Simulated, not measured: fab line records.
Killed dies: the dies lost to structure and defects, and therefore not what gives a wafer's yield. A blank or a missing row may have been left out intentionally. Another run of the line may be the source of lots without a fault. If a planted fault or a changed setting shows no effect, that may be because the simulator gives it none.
A lot that was struck, set against a sound lot / flow sky130 / 28 steps out of a route of 708
Sound: wafers L897.2, L897.4, L897.6. Struck: wafer L905.4 (left out: L905.2, L905.3 of the same lot, which were not struck); the cause appears at the end.
At each step with rows: each side's tool, then ch and its chambers, then its first start. Under that, the readings that differ: sound wafers / struck wafers / difference of the means / sigmas: that difference in standard deviations of wafers without a fault.
alike: readings with means less than 2 such deviations apart, plus words and numbers identical on both sides. not compared: withheld readings, readings lacking a value on some wafer, bounds such as >300 that could conceal the same value, and numbers that have no deviation in the record and whose values overlap.
Wherever a step has rows on one side only, a row that says differs or no value, or a row with sigmas, the two part there. Numbers that don't overlap but have no deviation are shown without sigmas and don't part them. A reading missing from all wafers of one side parts the sides only when that side holds two or more wafers.

first, 4 steps without rows for these wafers: SKY_VIA4_STRIP_14 (strips in post etch residue remover, time 1200 s); SKY_VIA4_CLEAN_15 (cleans in IPA, time 180 s); SKY_VIA4_CLEAN_16 (cleans in O3/DIW); SKY_VIA4_SPUTTER_17 (material TiN, target thk 20 nm, time 80 s).
SKY_VIA4_CVD_18: deposits W, target thk 505 nm, time 152.14 s.
  sound on cvdW-01 ch 0,1, day 45 22:58; struck on cvdW-02 ch 1, day 47 16:10
  alike: heaterPowerOuterW, heaterPowerW, susceptorTempC
SKY_VIA4_RS_MEAS_19: the measuring method here is four-point-probe.
  sound: filmMetro-04 at day 45 23:08; struck: filmMetro-04 at day 47 16:20
  alike: VIA4_W_RS
SKY_VIA4_THK_MEAS_20: measures by xrf.
  sound: filmMetro-04 at day 45 23:14; struck: filmMetro-04 at day 47 16:26
  alike: VIA4_W_THK
then, 3 steps without rows for these wafers: SKY_VIA4_CMP_21 (polishes, stops on SiO2, t overpolish 25 s, target thk 0 nm); SKY_METAL5_SPUTTER_00 (material Ti, target thk 15 nm, time 10 s); SKY_METAL5_SPUTTER_01 (material TiN, target thk 20 nm, time 16.7 s).
SKY_METAL5_SPUTTER_02: material AlCu, target thk 1150 nm, time 61.2 s.
  sound: pvdSputter-04 at day 45 23:40; struck: pvdSputter-04 at day 47 17:23
  alike: throttleValvePct
SKY_METAL5_SPUTTER_03: material Ti, target thk 5 nm, time 3.3 s.
  sound: pvdSputter-04 at day 45 23:43; struck: pvdSputter-04 at day 47 17:26
  alike: throttleValvePct
SKY_METAL5_SPUTTER_04: material TiN, target thk 70 nm, time 58.3 s.
  sound: pvdSputter-04 at day 45 23:44; struck: pvdSputter-04 at day 47 17:28
reading=model.TiN_of_METAL5_SPUTTER_04.thkNm (nm); sound=69.83 68.8 69.24; struck=60.44; difference=-8.85; sigmas=
  alike: throttleValvePct
SKY_METAL5_RS_MEAS_05: the measuring method here is four-point-probe.
  sound: filmMetro-04 at day 45 23:49; struck: filmMetro-04 at day 47 17:32
  alike: METAL5_ALCU_RS
SKY_METAL5_THK_MEAS_06: measures by xrf.
  sound: filmMetro-04 at day 45 23:55; struck: filmMetro-04 at day 47 17:38
  alike: METAL5_ALCU_THK
then, 8 steps without rows for these wafers: SKY_METAL5_DEHYDRATE_07 (time 60 s); SKY_METAL5_HMDS_08 (prime time 60 s); SKY_METAL5_COAT_09 (resist thk 1800 nm); SKY_METAL5_SOFTBAKE_10 (time 60 s); SKY_METAL5_EXPOSE_11 (exposes mask MM5, target cd 1600 nm); SKY_METAL5_PEB_12; SKY_METAL5_DEVELOP_13 (develop time 60 s); SKY_METAL5_DESCUM_14 (chemistry O2, time 11 s).
SKY_METAL5_METAL_ETCH_15: etches the open film in Cl2/BCl3, stops on SiO2, target depth 1260 nm, time 252 s.
  sound on rieMetal-03 ch 0, day 46 20:51; struck on rieMetal-02 ch 1, day 48 12:11
  alike: drypumpMotorCurrentA, oesProductAu, throttleValvePct
  not compared: rfHoursCounterH
SKY_METAL5_STRIP_16: strips in O2/N2.
  sound on plasmaAsher-03 ch 0, day 46 21:05; struck on plasmaAsher-01 ch 1, day 48 12:25
  alike: drypumpMotorCurrentA, oesProductAu, stripTimeToEndpointS
  not compared: rfHoursCounterH
SKY_METAL5_STRIP_17: strips in post etch residue remover, time 1200 s.
  sound on wetBench-04 ch 1, day 46 21:11; struck on wetBench-02 ch 0, day 48 12:31
reading=model.TiN_of_METAL5_SPUTTER_04.thkNm (nm); sound=69.4 68.38 68.81; struck=60.02; difference=-8.84; sigmas=
then, 2 steps without rows for these wafers: SKY_METAL5_CLEAN_18 (cleans in IPA, time 180 s); SKY_PAD_OPEN_PROBE_99.

## WHERE THEY PART
Nowhere in this record.

WHY: the cause the simulator had injected
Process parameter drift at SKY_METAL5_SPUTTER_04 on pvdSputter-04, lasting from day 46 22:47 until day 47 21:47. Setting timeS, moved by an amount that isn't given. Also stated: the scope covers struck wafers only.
